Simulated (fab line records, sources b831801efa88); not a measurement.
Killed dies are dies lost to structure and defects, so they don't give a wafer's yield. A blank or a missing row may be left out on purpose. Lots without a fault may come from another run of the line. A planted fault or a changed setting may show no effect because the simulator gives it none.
fab line records | flow sky130
record lots=6 wafers=18 last_day=49
route steps=708 shown CAPM@554 METAL3@555 PAD_OPEN@708
lots that met no fault: from a run of the same line without faults
start_h: hours from the record's first day to the start of the lot's first wafer shown | wait_h: hours since the lot's step before | " the same as in the row above | L1.1+2: a row that stands for several wafers | - no value, or no start given | * or withheld: withheld | < > ~ a bound
route shown NAME@n: a module of which the file shows steps, and the number in the route of the first | usual: mean/standard deviation of fault-free wafers | same: alike in all rows | chamber/n: place in a boat | sites: the reading at each site | _std_site: their standard deviation | _edge_site: outer sites' mean less inner sites' | radius_mm: how far each site lies from the wafer's centre | mask NAME#n: copy n | behind: the tool/chamber that last shaped the wafer | hold: why the lot was held/for how many hours/how that ended | device: the transistor (n, p or np) that didn't switch | end of line: the same wafers' tests at the end of the route | a step without rows: its recipe alone | killed: dies lost to structure and defects at the first sort, not the wafer's yield | map: a wafer's dies, x killed, . not, _ none there
set.NAME: the setting as run; set.NAME@STEP: as run at that earlier step | model.NAME: the simulator's own value behind a step, which no gauge read
lots at some steps of the route; a table a step, a row a wafer
services: from which hour (start_h, from the record's first day; less than 0 if before it) a tool's chamber was out of use, for how many hours, and why
## steps
# step SKY_CAPM_CLEAN_17
# recipe chemistry=O3/DIW dry=n2_spin
# step SKY_METAL3_DEHYDRATE_05
# recipe temp_c=200 time_s=60
# step SKY_METAL3_HMDS_06
# recipe prime_time_s=60 prime_temp_c=120
# step SKY_METAL3_COAT_07
# recipe resist=BARC temp_c=withheld time_s=withheld spin_rpm=3000 resist_thk_nm=60
# step SKY_METAL3_COAT_08
# recipe resist=KrF-thick spin_rpm=3000 resist_thk_nm=1140
# step SKY_METAL3_SOFTBAKE_09
# recipe temp_c=100 time_s=90 resist=KrF-thick
# step SKY_METAL3_EXPOSE_10
# recipe mask_id=MM3 na=0.68 source_shape=annular sigma_inner=0.4 sigma_outer=0.8 target_cd_nm=300 dose_mj=28
# step SKY_METAL3_PEB_11
# recipe peb_temp_c=withheld peb_time_s=withheld resist=KrF-thick
# step SKY_METAL3_DEVELOP_12
# recipe develop_time_s=60 resist=KrF-thick dev_temp_c=21
# step SKY_METAL3_CD_MEAS_13
# recipe target_cd_nm=300
# usual cd_nm=300.3/1.5
# columns lot.wafer tool chamber start_h wait_h cd_nm
L710.3 cd_sem-01 - 925.70 - 302.8
L710.4 " - " " 301.5
L710.6 " - " " 303.3
L712.1 cd_sem-01 - 955.96 - 300.3
L712.4 " - " " 300.1
L712.5 " - " " 299.3
L715.3 cd_sem-01 - 984.45 - 301.1
L715.4 " - " " 301.0
L715.6 " - " " 300.2
L716.1 cd_sem-01 - 986.26 - 299.2
L716.3 " - " " 299.7
L716.5 " - " " 298.2
L724.1 cd_sem-02 - 1028.91 - 302.2
L724.3 " - " " 300.8
L724.4 " - " " 301.5
L725.3 cd_sem-01 - 1034.09 - 302.4
L725.5 " - " " 301.4
L725.6 " - " " 301.5
# step SKY_METAL3_OVL_MEAS_14
# usual METAL3_OVL=0/5.9
# columns lot.wafer tool chamber start_h wait_h METAL3_OVL[nm]
L710.3 overlay-01 - 925.79 0.1 3
L710.4 " - " " 8
L710.6 " - " " 3
L712.1 overlay-02 - 956.08 0.1 7
L712.4 " - " " -5
L712.5 " - " " -1
L715.3 overlay-01 - 984.54 0.1 3
L715.4 " - " " 7
L715.6 " - " " 11
L716.1 overlay-02 - 986.38 0.1 -7
L716.3 " - " " -2
L716.5 " - " " 1
L724.1 overlay-01 - 1029.03 0.1 -1
L724.3 " - " " -4
L724.4 " - " " -3
L725.3 overlay-01 - 1034.18 0.1 6
L725.5 " - " " 0
L725.6 " - " " 6
# step SKY_METAL3_DESCUM_15
# recipe chemistry=O2 source_power_w=150 bias_power_w=0 pressure_mtorr=10 temp_c=40 time_s=8
# usual drypump_motor_current_A=6.1/0.42 oes_product_au=0.999/0.0093
# columns lot.wafer tool chamber start_h wait_h drypump_motor_current_A oes_product_au rf_hours_counter_h
L710.3 rie_metal-04 0 925.83 0.0 6.1 0.986 -
L710.4 " 1 " " 6.3 0.984 -
L710.6 " 0 " " 6.1 0.992 -
L712.1 rie_metal-04 0 956.12 0.0 6.1 0.987 4
L712.4 " 0 " " 6.1 0.998 -
L712.5 " 1 " " 6.2 0.989 -
L715.3 rie_metal-04 0 984.58 0.0 6.1 0.991 -
L715.4 " 1 " " 6.2 1.000 -
L715.6 " 0 " " 6.1 0.994 -
L716.1 rie_metal-04 1 986.42 0.0 6.3 0.999 13
L716.3 " 0 " " 6.1 0.990 -
L716.5 " 1 " " 6.3 0.994 -
L724.1 rie_metal-01 0 1029.07 0.0 6.8 0.989 13
L724.3 " 0 " " 6.8 1.005 -
L724.4 " 1 " " 5.3 1.011 -
L725.3 rie_metal-03 0 1034.22 0.0 6.2 1.009 -
L725.5 " 0 " " 6.2 1.002 -
L725.6 " 1 " " 6.1 0.998 -
# step SKY_METAL3_ETCH_16
# recipe chemistry=N2/H2 target=BARC ion_energy_ev=200 bias_w=100 pressure_mtorr=30 n2_flow_sccm=100 h2_flow_sccm=200 icp_w=500 stop_on=SiO2 time_s=88.2 target_depth_a=600
# usual bias_w=100.0/0.32 drypump_motor_current_A=6.1/0.42 oes_product_au=0.626/0.0045 throttle_valve_pct=13.204/0.0089
# columns lot.wafer tool chamber start_h wait_h bias_w drypump_motor_current_A oes_product_au rf_hours_counter_h throttle_valve_pct
L710.3 rie_metal-04 0 925.88 0.0 100.0 6.1 0.630 - 13.201
L710.4 " 1 " " 99.7 6.3 0.626 - 13.185
L710.6 " 0 " " 99.9 6.1 0.633 - 13.215
L712.1 rie_metal-04 0 956.15 0.0 100.0 6.1 0.635 4 13.206
L712.4 " 0 " " 99.9 6.1 0.622 - 13.202
L712.5 " 1 " " 100.4 6.3 0.623 - 13.209
L715.3 rie_metal-04 0 984.63 0.0 92.1 6.1 0.627 - 13.204
L715.4 " 1 " " 99.9 6.3 0.624 - 13.198
L715.6 " 0 " " 92.4 6.1 0.619 - 13.202
L716.1 rie_metal-04 1 986.46 0.0 100.5 6.3 0.621 13 13.193
L716.3 " 0 " " 93.1 6.1 0.633 - 13.203
L716.5 " 1 " " 100.7 6.3 0.628 - 13.198
L724.1 rie_metal-01 0 1029.10 0.0 99.7 6.8 0.629 13 13.195
L724.3 " 0 " " 100.4 6.8 0.625 - 13.218
L724.4 " 1 " " 100.8 5.3 0.631 - 13.221
L725.3 rie_metal-03 0 1034.27 0.0 99.9 6.2 0.625 - 13.212
L725.5 " 0 " " 100.1 6.2 0.631 - 13.195
L725.6 " 1 " " 99.7 6.1 0.629 - 13.218
# step SKY_METAL3_ETCH_17
# recipe target=SiO2 stop_on=TiN chemistry=C4F8/O2/Ar source_w=1500 bias_w=1200 pressure_mtorr=40 c4f8_flow_sccm=withheld O2_flow_sccm=6 Ar_flow_sccm=300 time_s=3.9 target_depth_a=150
# usual bias_w=1200/3.5 oes_product_au=0.757/0.0073
# columns lot.wafer tool chamber start_h wait_h bias_w oes_product_au
L710.3 rie_diel-04 2 925.95 0.0 1201 0.756
L710.4 " 1 " " 1195 0.763
L710.6 " 0 " " 1194 0.755
L712.1 rie_diel-02 0 956.25 0.1 1201 0.750
L712.4 " 3 " " 1204 0.751
L712.5 " 2 " " 1201 0.750
L715.3 rie_diel-02 3 984.70 0.0 1203 0.756
L715.4 " 1 " " 1201 0.755
L715.6 " 2 " " 1202 0.764
L716.1 rie_diel-02 3 986.59 0.1 1198 0.744
L716.3 " 0 " " 1198 0.759
L716.5 " 2 " " 1198 0.761
L724.1 rie_diel-02 1 1029.20 0.1 1203 0.747
L724.3 " 0 " " 1196 0.759
L724.4 " 2 " " 1205 0.768
L725.3 rie_diel-02 3 1034.34 0.0 1201 0.751
L725.5 " 0 " " 1198 0.754
L725.6 " 3 " " 1201 0.765
# step SKY_PAD_OPEN_PROBE_99
# usual defect_limited_yield=82.4/2 killed_at_M0_to_M3=43/7 killed_at_M4_up=3.3/1.8 killed_at_contacts=24/6.2 killed_at_front_end=16/4.7 killed_at_other=0.4/0.58 killed_dies=87/10 killed_open=47/6.4 killed_short=39/7 sort_bin_3_pad_short=0.9/0.35 sort_bin_5_function=10.3/1.5 sort_bin_6_memory=6.4/1.2 sort_n_pass=406/9.9 sort_yield_pct=82.5/2
# same gross_dies=492 killed_at_back_side=0 sort_bin_4_leakage[%]=0 sort_bin_8_speed[%]=0
# columns lot.wafer tool chamber start_h wait_h defect_limited_yield[%] killed_at_M0_to_M3 killed_at_M4_up killed_at_contacts killed_at_front_end killed_at_other killed_dies killed_open killed_short sort_bin_3_pad_short[%] sort_bin_5_function[%] sort_bin_6_memory[%] sort_n_pass sort_yield_pct[%]
L715.3 prober-02 - 1145.39 0.2 80.9 50 2 28 14 0 94 56 38 1.2 12.6 5.3 398 80.9
L715.4 prober-02 - 1145.44 0.2 82.3 48 0 27 11 1 87 49 37 0.4 10.6 6.7 405 82.3
L715.6 prober-02 - 1145.54 0.2 80.5 53 5 22 16 0 96 52 44 0.6 11.8 7.1 396 80.5
L716.1 prober-01 - 1147.29 0.1 78.7 45 6 36 17 1 105 59 45 1.0 14.2 6.1 387 78.7
L716.3 prober-01 - 1147.39 0.2 83.9 38 3 27 11 0 79 43 35 0.8 9.6 5.7 413 83.9
L716.5 prober-01 - 1147.49 0.2 82.9 47 3 22 12 0 84 44 40 0.8 8.3 7.9 408 82.9
L724.1 prober-02 - 1179.65 0.1 79.9 51 2 28 16 2 99 57 42 1.2 11.6 7.3 393 79.9
L724.3 prober-02 - 1179.75 0.2 81.5 39 7 29 14 2 91 44 45 1.0 11.0 6.5 401 81.5
L724.4 prober-02 - 1179.80 0.2 79.9 48 3 34 12 2 99 49 48 0.8 11.6 7.7 393 79.9
L725.3 prober-02 - 1184.18 0.2 84.8 31 3 28 13 0 75 44 31 1.2 8.3 5.7 417 84.8
L725.5 prober-02 - 1184.28 0.2 83.7 39 2 16 22 1 80 40 40 0.6 10.6 5.1 412 83.7
L725.6 prober-02 - 1184.33 0.2 83.5 44 2 15 19 1 81 52 29 0.2 10.6 5.7 411 83.5
# killed by level:class
L715.3 VIA1:geometric_particle:open=15 CONTACT:geometric_particle:open=11 LI_CONTACT:geometric_particle:open=7 VIA2:geometric_particle:open=7 LOCAL_INTERCONNECT:geometric_particle:short=6 METAL2:geometric_particle:short=6 METAL1:geometric_particle:short=5 VIA1:geometric_particle:short=5
L715.4 LI_CONTACT:geometric_particle:open=12 VIA1:geometric_particle:open=12 CONTACT:geometric_particle:open=6 METAL1:geometric_particle:short=6 VIA2:geometric_particle:short=6 METAL2:geometric_particle:short=5 VIA1:geometric_particle:short=4 VIA2:geometric_particle:open=4
L715.6 VIA1:geometric_particle:open=13 VIA3:geometric_particle:open=8 CONTACT:geometric_particle:open=7 VIA1:geometric_particle:short=7 VIA2:geometric_particle:open=6 LOCAL_INTERCONNECT:geometric_particle:short=6 LI_CONTACT:geometric_particle:open=5 METAL2:geometric_particle:short=5
L716.1 LI_CONTACT:geometric_particle:open=11 CONTACT:geometric_particle:open=10 VIA2:geometric_particle:open=8 VIA3:geometric_particle:open=8 METAL2:geometric_particle:short=7 VIA1:geometric_particle:open=7 VIA3:geometric_particle:short=7 POLY_GATE:geometric_particle:short=5
L716.3 VIA1:geometric_particle:open=11 LI_CONTACT:geometric_particle:open=9 CONTACT:geometric_particle:open=9 LOCAL_INTERCONNECT:geometric_particle:short=5 METAL1:geometric_particle:short=5 VIA1:geometric_particle:short=5 VIA3:geometric_particle:short=5 POLY_GATE:geometric_particle:open=4
L716.5 METAL2:geometric_particle:short=10 VIA1:geometric_particle:open=10 LI_CONTACT:geometric_particle:open=9 VIA2:geometric_particle:open=7 VIA3:geometric_particle:open=6 CONTACT:geometric_particle:open=5 FIELD_ISO:geometric_particle:short=4 CONTACT:geometric_particle:short=4
L724.1 VIA1:geometric_particle:open=11 VIA3:geometric_particle:open=11 LI_CONTACT:geometric_particle:open=9 CONTACT:geometric_particle:open=9 VIA2:geometric_particle:open=8 POLY_GATE:geometric_particle:short=6 METAL1:geometric_particle:short=6 CONTACT:geometric_particle:short=5
L724.3 METAL2:geometric_particle:short=10 CONTACT:geometric_particle:open=9 LI_CONTACT:geometric_particle:open=8 CONTACT:geometric_particle:short=6 VIA1:geometric_particle:open=6 VIA3:geometric_particle:open=5 VIA3:geometric_particle:short=4 METAL4:geometric_particle:short=4
L724.4 LI_CONTACT:geometric_particle:open=14 VIA1:geometric_particle:open=10 VIA1:geometric_particle:short=10 METAL1:geometric_particle:short=8 CONTACT:geometric_particle:open=7 LOCAL_INTERCONNECT:geometric_particle:short=5 POLY_GATE:geometric_particle:short=4 VIA2:geometric_particle:open=4
L725.3 CONTACT:geometric_particle:open=13 VIA1:geometric_particle:open=8 VIA3:geometric_particle:open=5 LI_CONTACT:geometric_particle:open=4 VIA1:geometric_particle:short=4 FIELD_ISO:geometric_particle:short=3 FIELD_ISO:geometric_particle:open=3 POLY_GATE:geometric_particle:short=3
L725.5 VIA1:geometric_particle:open=8 POLY_GATE:geometric_particle:short=6 CONTACT:geometric_particle:open=6 FIELD_ISO:geometric_particle:open=5 VIA2:geometric_particle:open=5 POLY_GATE:geometric_particle:open=5 METAL2:geometric_particle:short=5 CONTACT:geometric_particle:short=4
L725.6 FIELD_ISO:geometric_particle:open=10 VIA3:geometric_particle:open=8 CONTACT:geometric_particle:open=7 METAL1:geometric_particle:short=6 VIA1:geometric_particle:open=6 VIA3:geometric_particle:short=6 METAL2:geometric_particle:short=5 VIA2:geometric_particle:open=4
## services
# columns tool chamber start_h hours kind
rie_diel-02 - 917.63 0.2 repair
rie_diel-02 0 922.45 3.1 repair
rie_diel-04 0 935.67 9.3 repair
rie_metal-03 0 964.31 4.1 repair
rie_metal-04 1 988.97 15.5 repair
## key
first_sign step=SKY_METAL3_ETCH_16 reading=bias_w direction=down sigmas=24 usual=100.0 struck=92.5
effect none on later readings
met_at SKY_METAL3_ETCH_16
struck_wafers L715.3,L715.6,L716.3
onset_between 956.15 984.63
fault kind=process_parameter_drift tool=rie_metal-04 chamber=0 onset_h=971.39 steps=SKY_METAL3_ETCH_16 channel=bias_w offset=-7.3657 shape=step end_h=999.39 acts_in=these_recipes_only stated=100
